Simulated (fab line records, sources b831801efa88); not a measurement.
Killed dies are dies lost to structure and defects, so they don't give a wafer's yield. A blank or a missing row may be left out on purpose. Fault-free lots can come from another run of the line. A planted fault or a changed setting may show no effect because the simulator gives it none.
Chamber matching || flow gf180mcu || 3 sister chambers for GF_PASSIVATION_CVD_00 on pecvd-03
The step deposits SiO2 from TEOS, target thk 1000 nm, time 111.95 s. 6 wafers are shown with their chamber, then 7 later ones without.

EACH WAFER AND ITS CHAMBER
{"wafer": "L083.2", "chamber": 0, "heater power w (W)": 661, "heater power outer w (W)": 410}
{"wafer": "L088.6", "chamber": 2, "heater power w (W)": 495, "heater power outer w (W)": 278}
{"wafer": "L092.4", "chamber": 1, "heater power w (W)": 920, "heater power outer w (W)": 525}
{"wafer": "L092.6", "chamber": 0, "heater power w (W)": 680, "heater power outer w (W)": 417}
{"wafer": "L094.4", "chamber": 1, "heater power w (W)": 854, "heater power outer w (W)": 466}
{"wafer": "L094.5", "chamber": 2, "heater power w (W)": 441, "heater power outer w (W)": 247}

WAFERS WITH NO CHAMBER GIVEN
{"wafer": "L094.6", "heater power w (W)": 556, "heater power outer w (W)": 325}
{"wafer": "L096.3", "heater power w (W)": 846, "heater power outer w (W)": 464}
{"wafer": "L096.4", "heater power w (W)": 866, "heater power outer w (W)": 498}
{"wafer": "L096.5", "heater power w (W)": 684, "heater power outer w (W)": 410}
{"wafer": "L097.2", "heater power w (W)": 418, "heater power outer w (W)": 225}
{"wafer": "L097.4", "heater power w (W)": 550, "heater power outer w (W)": 330}
{"wafer": "L097.5", "heater power w (W)": 924, "heater power outer w (W)": 505}

WHICH CHAMBER EACH ONE RAN IN
{"wafer": "L094.6", "from the rows above": "can't be placed: 2 or 0", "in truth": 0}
{"wafer": "L096.3", "from the rows above": 1, "in truth": 1}
{"wafer": "L096.4", "from the rows above": 1, "in truth": 1}
{"wafer": "L096.5", "from the rows above": 0, "in truth": 0}
{"wafer": "L097.2", "from the rows above": 2, "in truth": 2}
{"wafer": "L097.4", "from the rows above": "can't be placed: 2 or 0", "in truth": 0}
{"wafer": "L097.5", "from the rows above": 1, "in truth": 1}
Placed correctly: 5 of 7. Not placeable from these rows: 2 (in 2, the candidates include the true chamber). 0 placed wrongly.
How it was worked out, from the rows above alone: a wafer's distance from a chamber is the root of the sum, over the readings, of the square of ((its reading less the chamber's mean) divided by the reading's scatter). If the next closest chamber is less than 2 further off than the closest, the wafer can't be placed; otherwise it belongs to the closest. The mean given for a chamber averages the wafers shown for that chamber. How the scatter is found: for the shown wafers, subtract from each reading the mean of its chamber, square and add these, divide the total by (wafers less chambers), then take the root.
